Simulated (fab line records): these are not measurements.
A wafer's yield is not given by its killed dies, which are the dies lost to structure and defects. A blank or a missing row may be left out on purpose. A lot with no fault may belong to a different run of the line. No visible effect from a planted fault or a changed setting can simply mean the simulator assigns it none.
Split-lot trial	flow sfqLine	23 wafers read across 5 lots, on a route 325 steps long

THE SPLIT
At SFQ_TRILAYER_M5_LITHO_PEB_126 (peb time 60 s), the setting pebTimeS was moved away from the recipe's 60 s on 8 of the 23 wafers read, by -11.8% to +13.6%. This setting was run at the recipe's value on the other wafers.

FROM THE SPLIT TO THE READING: what the file shows between them, 2 steps
- SFQ_TRILAYER_M5_LITHO_DEVELOP_125: time 60 s
- SFQ_TRILAYER_M5_BARC_OPEN_METAL_ETCH_161: etches BARC in O2, target depth 125 nm, time 43.07 s

THE READING
M5.cdNm (the simulator's own value, which no gauge read), in nm, at SFQ_TRILAYER_M5_ETCH_METAL_ETCH_126 (etches Nb in Cl2/BCl3, stops on SiO2, time 203.2 s, target depth 265 nm). No usual value for it is given in the file. Here, 15 wafers ran the recipe; their average is 699.3 nm with a standard deviation of 1.3 nm.

wafer	tool, chamber at the split	pebTimeS as run, s	against the recipe	M5.cdNm, nm	against lot-mates on the recipe
L074.1	lithoTrack-01, 0	60	recipe	700	-
L074.2	lithoTrack-01, 0	60	recipe	700.7	-
L074.3	lithoTrack-01, 0	53.09	-11.5%	717.1	+16.8
L074.4	lithoTrack-01, 0	53.09	-11.5%	718.6	+18.2
L074.6	lithoTrack-01, 0	53.09	-11.5%	720.6	+20.2
L076.1	lithoTrack-02, 0	60	recipe	699.5	-
L076.2	lithoTrack-02, 0	52.94	-11.8%	720.2	+19.8
L076.3	lithoTrack-02, 0	60	recipe	701.3	-
L076.5	lithoTrack-02, 0	52.94	-11.8%	717	+16.6
L076.6	lithoTrack-02, 0	52.94	-11.8%	719.1	+18.7
L080.1	lithoTrack-02, 0	60	recipe	699.4	-
L080.2	lithoTrack-02, 0	68.16	+13.6%	682.2	-16.8
L080.3	lithoTrack-02, 0	68.16	+13.6%	682.7	-16.3
L080.4	lithoTrack-02, 0	60	recipe	697.7	-
L080.5	lithoTrack-02, 0	60	recipe	699.8	-
L081.1	lithoTrack-02, 0	60	recipe	697.9	-
L081.2	lithoTrack-02, 0	60	recipe	698.1	-
L081.4	lithoTrack-02, 0	60	recipe	699.6	-
L081.5	lithoTrack-02, 0	60	recipe	697.2	-
L081.6	lithoTrack-02, 0	60	recipe	700	-
L082.1	lithoTrack-01, 0	60	recipe	697.6	-
L082.2	lithoTrack-01, 0	60	recipe	698.8	-
L082.4	lithoTrack-01, 0	60	recipe	701.4	-

THE FIT
A straight line over all 23 wafers: M5.cdNm changes by -1.51 nm for each +1% of pebTimeS; r = -0.99; the points scatter about the line by 1.8 nm.
The same after taking each lot's own level away (the mean of its wafers on the recipe; 23 wafers): -1.44 nm for each +1%; r = -0.99; scatter 1.6 nm.
On that fit, the largest move of pebTimeS shifts the reading by 20 nm.
From 698.56 to 700.40 nm: that is the span of the lots' own levels, equal to 1.4 times the standard deviation above.
Consequently the slope shifts little with the lot-to-lot level, the two slopes agreeing.
Check: with one of the wafers moved furthest among these (+13.6%) left out of the fit, the line predicts -19.7 nm for it against its lot-mates. Against them it came out at -16.8 nm.

OTHER SPLITS APPLIED TO THESE WAFERS
Before the reading, these wafers also passed through other splits. Each is held against what the fit with the lots' levels taken away leaves over:
other split on the same wafers	wafers away from the commonest value	r with M5.cdNm (lot level and that fit taken away)
SFQ_TRILAYER_JJ_CE_LITHO_PEB_117 pebTimeS	9	-0.08

THE WHOLE CHAIN: every reading that the file lists as answering this split, in the file's order
step	what it does	reading	change (the file's fit)	r (the file's)
SFQ_TRILAYER_M5_BARC_OPEN_METAL_ETCH_161	etches BARC in O2, target depth 125 nm, time 43.07 s	M5.cdNm (the simulator's own value, which no gauge read)	-1.48 nm for each +1% of the setting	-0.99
SFQ_TRILAYER_M5_ETCH_METAL_ETCH_126	etches Nb in Cl2/BCl3, stops on SiO2, time 203.2 s, target depth 265 nm	M5.cdNm (the simulator's own value, which no gauge read)	-1.43 nm for each +1% of the setting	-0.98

FILE'S OWN FIT
M5.cdNm changes by -1.43 nm for each +1% of pebTimeS, r = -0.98.
